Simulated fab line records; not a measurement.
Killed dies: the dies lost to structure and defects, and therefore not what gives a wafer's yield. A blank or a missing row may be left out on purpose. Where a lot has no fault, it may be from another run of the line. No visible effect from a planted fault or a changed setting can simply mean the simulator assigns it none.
One fault through the eyes of 2 desks | flow sky130 | numbers are kept per desk, each desk with only its own; the story behind them comes last

== AT THE TOOL OWNER'S DESK: rieDiel-02 ==
The tool's own readings at SKY_VIA3_ETCH_14 (etches BARC in N2/H2, stops on SiO2, time 45.9 s, target depth 60 nm): means of the sampled wafers that have a number, for each lot that ran on this tool. A lot is out of limits, marked OUT, if its mean lies more than 4 standard deviations from the usual mean; the brackets give that distance.
Columns: A = drypumpMotorCurrentA at SKY_VIA3_ETCH_14, usual 5.5 A; B = oesProductAu at SKY_VIA3_ETCH_14, usual 0.851 a.u.; C = runLengthS at SKY_VIA3_ETCH_14, usual 74.1 s; D = throttleValvePct at SKY_VIA3_ETCH_14, usual 13.224 %
lot  | first seen here | A   | B                | C              | D
L891 | day 40 09:38    | 5.3 | 0.846            | 74.5           | 13.215
L893 | day 40 17:08    | 5.1 | 0.852            | 74.6           | 13.231
L895 | day 41 13:47    | 5.1 | 0.852            | 74.3           | 13.231
L905 | day 44 10:50    | 5.7 | 0.892 (+8.6) OUT | 68.4 (-12) OUT | 13.225
L908 | day 45 12:29    | 5.3 | 0.941 (+19) OUT  | 62.5 (-24) OUT | 13.239
L909 | day 45 13:20    | 5.1 | 0.895 (+9.2) OUT | 68.1 (-12) OUT | 13.210
This desk finds L905, L908, L909 out of limits, L905 being first, at day 44 10:50 (oesProductAu at SKY_VIA3_ETCH_14). L891, L893, L895: within limits.

== FROM THE METROLOGY DESK ==
What the gauges read for every lot (on any tool): the sampled wafers with a number, averaged. A lot is out of limits, marked OUT, if its mean lies more than 4 standard deviations from the usual mean; the brackets give that distance.
Columns: A = METAL3_OVL at SKY_METAL3_OVL_MEAS_14, usual 1 nm; B = VIA3_HDPCVD_THK at SKY_VIA3_THK_MEAS_01, usual 1638 nm
lot  | first seen here | A  | B
L890 | day 39 02:18    | -2 | 1619
L891 | day 39 06:47    | 2  | 1640
L892 | day 39 14:06    | 3  | 1659
L893 | day 39 15:08    | -3 | 1648
L894 | day 39 23:20    | 1  | 1648
L895 | day 40 12:33    | 1  | 1643
L897 | day 40 19:04    | 2  | 1642
L899 | day 41 13:14    | 1  | 1646
L905 | day 43 10:35    | 11 | 1625
L904 | day 43 11:02    | 3  | 1623
L908 | day 44 13:32    | -8 | 1618
L909 | day 44 13:54    | 3  | 1645
L910 | day 44 14:16    | 1  | 1629
L911 | day 44 15:58    | -3 | 1621
L912 | day 44 19:46    | -6 | 1648
This desk found nothing out of limits on any of the 15 lots.

== TAKEN TOGETHER ==
The tool owner's desk could have raised an alarm at day 44 10:50, on L905, L908, L909.
The metrology desk saw nothing out of limits.
The metrology desk holds a record of L905, L908, L909, inside its limits.
Every lot named ran SKY_VIA3_ETCH_14 on rieDiel-02.

== WHAT THE SIMULATOR PUT IN ==
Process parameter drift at SKY_VIA3_ETCH_14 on rieDiel-02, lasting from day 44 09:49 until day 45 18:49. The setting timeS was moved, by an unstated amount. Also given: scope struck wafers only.
Struck lots among those shown: L905, L908, L909.
Hours from the fault's start to each desk's first reading out of limits: the tool owner's desk, 1.
